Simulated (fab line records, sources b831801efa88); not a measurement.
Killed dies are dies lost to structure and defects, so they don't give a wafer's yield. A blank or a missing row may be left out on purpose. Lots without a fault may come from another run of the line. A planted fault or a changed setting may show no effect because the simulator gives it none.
Problem report in the 8D (eight disciplines) form, filled by code | flow gf180mcu | the parts of the form that need people (team, actions taken, sign-off) are left out

1. THE PROBLEM
CONTACT_W_RS at GF_CONTACT_RS_MEAS_25 reads a mean of 0.291 ohm/sq on 1 wafer of 1 lot; wafers without a fault read 0.385 ohm/sq with a standard deviation of 0.0046. That is -20 standard deviations from the usual mean.
The step: measures by four-point-probe.
First seen on wafer L620.1, day 22 01:46, on film_metro-01. The record holds 33 wafers of 11 lots with a number at this step. Rule for "out", or "out of limits": more than 4 standard deviations from the usual mean. The other wafers with a number count as sound.

2. WHAT IT IS AND WHAT IT IS NOT
question                    | is                | is not
which readings at this step | CONTACT_W_RS      | -
which lots                  | L620              | L607, L608, L609, L611, L612, L613, L614, L615, L616, L617
which wafers of those lots  | L620.1            | L620.2, L620.3
read on which gauges        | film_metro-01     | film_metro-02, film_metro-03
when                        | from day 22 01:46 | up to then (32 sound wafers)

3. SUSPECTS, AND WHAT RULES EACH OUT
Counting: a tool at a process step up to the reading stays a suspect if it ran every lot that is out. Sound lots after the first of them don't rule it out here, since some wafers of a struck lot are sound.
- the gauge at GF_CONTACT_RS_MEAS_25: ruled out. All the wafers that are out were read on film_metro-01, but those of them that GF_CONTACT_CMP_27 has rows for are out there too, on other tools.
- cvd_w-02 at GF_CONTACT_CVD_24 (deposits W, target thk 300 nm, time 90.339 s): kept. It ran the lot that is out, L620 (day 22 01:40); its last sound lot up to then is L617 (day 20 23:28).
- Within cvd_w-02 at GF_CONTACT_CVD_24: the wafers that are out ran in chamber 1; their sound lot-mates ran in chamber 0.
Left after counting: cvd_w-02 at GF_CONTACT_CVD_24.

4. THE CAUSE (what the simulator had put in)
Process parameter drift: cvd_w-02, from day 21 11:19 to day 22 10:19, at GF_CONTACT_CVD_24. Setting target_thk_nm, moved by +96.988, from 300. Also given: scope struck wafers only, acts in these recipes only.
Counting left only this tool.

5. THE CHAIN OF EFFECTS, in route order
Each row: a reading whose mean over the struck wafers that have a number lies more than 3 standard deviations from the usual. Only readings for which the record gives a usual standard deviation are gone through. hours: the time from each lot's start at the first step in this table that gives one to its start at this step, as a median over the lots. sigmas: the change in usual standard deviations.
hours | step                   | reading            | usual        | on struck wafers | change | sigmas
0     | GF_CONTACT_RS_MEAS_25  | CONTACT_W_RS       | 0.385 ohm/sq | 0.291            | -0.094 | -20
0     | GF_CONTACT_THK_MEAS_26 | CONTACT_W_THK      | 296 nm       | 396              | +100   | +20
0     | GF_CONTACT_CMP_27      | time_to_endpoint_s | 73 s         | 98               | +25    | +7.1
The process steps in it:
- GF_CONTACT_CMP_27: polishes, stops on SiO2, t overpolish 15 s, target thk 0 nm.
Later measuring or inspecting steps at which every struck wafer that the step has a row for has a number for every such reading, and none has moved that far: GF_V3_CD_MEAS_14.

6. WHAT WOULD HAVE CAUGHT IT SOONER
In this record the first reading out of limits at a measuring or inspecting step was taken at day 22 01:46, 14 hours after the fault began at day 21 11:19.
Of the tool readings at GF_CONTACT_CVD_24 for which the record gives a usual standard deviation, none was out on any struck wafer, so an alarm limit of 4 standard deviations on them would not have fired.
All the lots that are out (1) had begun GF_CONTACT_CVD_24 on cvd_w-02 by day 22 01:46. A hold on the tool at that time would have spared none of them.
